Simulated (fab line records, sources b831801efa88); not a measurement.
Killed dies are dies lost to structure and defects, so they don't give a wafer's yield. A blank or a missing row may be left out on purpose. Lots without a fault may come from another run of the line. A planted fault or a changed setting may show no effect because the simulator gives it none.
Chamber matching | flow gf180mcu | GF_M5_ETCH_09 on rie_diel-03: 4 sister chambers
The step etches Si3N4 in CF4/O2, target depth 52 nm, time 11.6 s. 8 wafers are shown with their chamber, then 7 later ones without.

WAFERS WITH THEIR CHAMBER
wafer  | chamber | drypump_motor_current_A (A) | rf_fwd_power_W (W)
L132.4 | 1       | 6.5                         | 785
L133.1 | 3       | 5.5                         | 790
L133.5 | 1       | 6.4                         | 787
L134.2 | 2       | 6.4                         | 792
L134.3 | 3       | 5.6                         | 791
L134.5 | 2       | 6.4                         | 791
L144.2 | 0       | 5.8                         | 790
L144.4 | 0       | 5.8                         | 792

WAFERS WITHOUT THEIR CHAMBER
wafer  | drypump_motor_current_A (A) | rf_fwd_power_W (W)
L144.6 | 6.4                         | 784
L147.1 | 5.6                         | 787
L147.4 | 6.5                         | 784
L147.5 | 6.5                         | 781
L149.2 | 6.5                         | 786
L149.4 | 6.3                         | 794
L149.5 | 6.5                         | 785

WHICH CHAMBER EACH WENT THROUGH
wafer  | from the rows above | in truth
L144.6 | 1                   | 1
L147.1 | 3                   | 3
L147.4 | 1                   | 1
L147.5 | 1                   | 1
L149.2 | 1                   | 1
L149.4 | 2                   | 2
L149.5 | 1                   | 1
Placed correctly: 7 of 7. Can't be placed from these rows: 0. Placed wrongly: 0.
How it was worked out, from the rows above alone: a wafer's distance from a chamber is the root of the sum, over the readings, of the square of ((its reading less the chamber's mean) divided by the reading's scatter). The wafer belongs to the nearest chamber; if the next one is less than 2 further off, it can't be placed. A chamber's mean is the mean of its shown wafers. The scatter: the root of (the sum of the squares of (reading less its chamber's mean) over the shown wafers, divided by (wafers less chambers)).
